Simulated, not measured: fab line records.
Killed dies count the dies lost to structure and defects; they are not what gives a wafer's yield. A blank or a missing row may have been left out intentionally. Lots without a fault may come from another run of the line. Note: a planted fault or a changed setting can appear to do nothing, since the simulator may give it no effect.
The tool behind it: which one? -- flow gf180mcu -- 7 lots with 21 wafers sampled at 2 steps, on a route of 602 steps

WHAT THE GAUGES SHOWED, per wafer
GF_M5_CD_MEAS_07: the cd target is 280 nm.
lot,measured,on,cdNm (nm)
L136,day 28 04:10,cdSem-02,279.8 280.5 281.0
L139,day 29 05:47,cdSem-02,282.4 282.9 283.1
L141,day 29 18:04,cdSem-01,279.8 280.9 280.4
L143,day 30 05:46,cdSem-02,282.2 283.3 283.8
L145,day 30 17:41,cdSem-01,281.0 281.1 281.0
L149,day 31 19:17,cdSem-02,278.5 278.4 278.6
L152,day 32 15:32,cdSem-01,279.7 280.5 279.8

EACH LOT AND THE TOOL THAT RAN IT (in order: tool; ch and the chambers of the sampled wafers; start)
lot,GF_V4_STRIP_18
L136,"plasmaAsher-03 ch 0,1, day 26 09:31"
L139,"plasmaAsher-03 ch 0,1, day 27 13:23"
L141,"plasmaAsher-04 ch 0,1, day 28 01:43"
L143,"plasmaAsher-01 ch 0,1, day 28 14:22"
L145,"plasmaAsher-03 ch 0,1, day 29 01:46"
L149,"plasmaAsher-01 ch 0,1, day 30 05:49"
L152,"plasmaAsher-01 ch 0,1, day 31 03:47"
- GF_V4_STRIP_18: strips in O2/N2.

THE ANSWER, worked out from the rows above alone
Rule: the lots themselves supply what counts as usual. The widest of any qualifying gaps counts: lots, ordered by their means at a reading, are off when they make up no more than a third of the lots, leave a main group of 4 or more, and stand apart from it by 3 or more times the standard deviation of that group's means. A main group is skipped when, at the precision printed for the reading in the tables above, its means are all equal. Also off: a lot with no number at a reading for which 4 or more lots have one. Where the step has rows for the other lots, those lots are counted as sound.
No lot is off at any reading shown: from this, nothing can be told.

WHAT THE SIMULATOR HAD INSERTED
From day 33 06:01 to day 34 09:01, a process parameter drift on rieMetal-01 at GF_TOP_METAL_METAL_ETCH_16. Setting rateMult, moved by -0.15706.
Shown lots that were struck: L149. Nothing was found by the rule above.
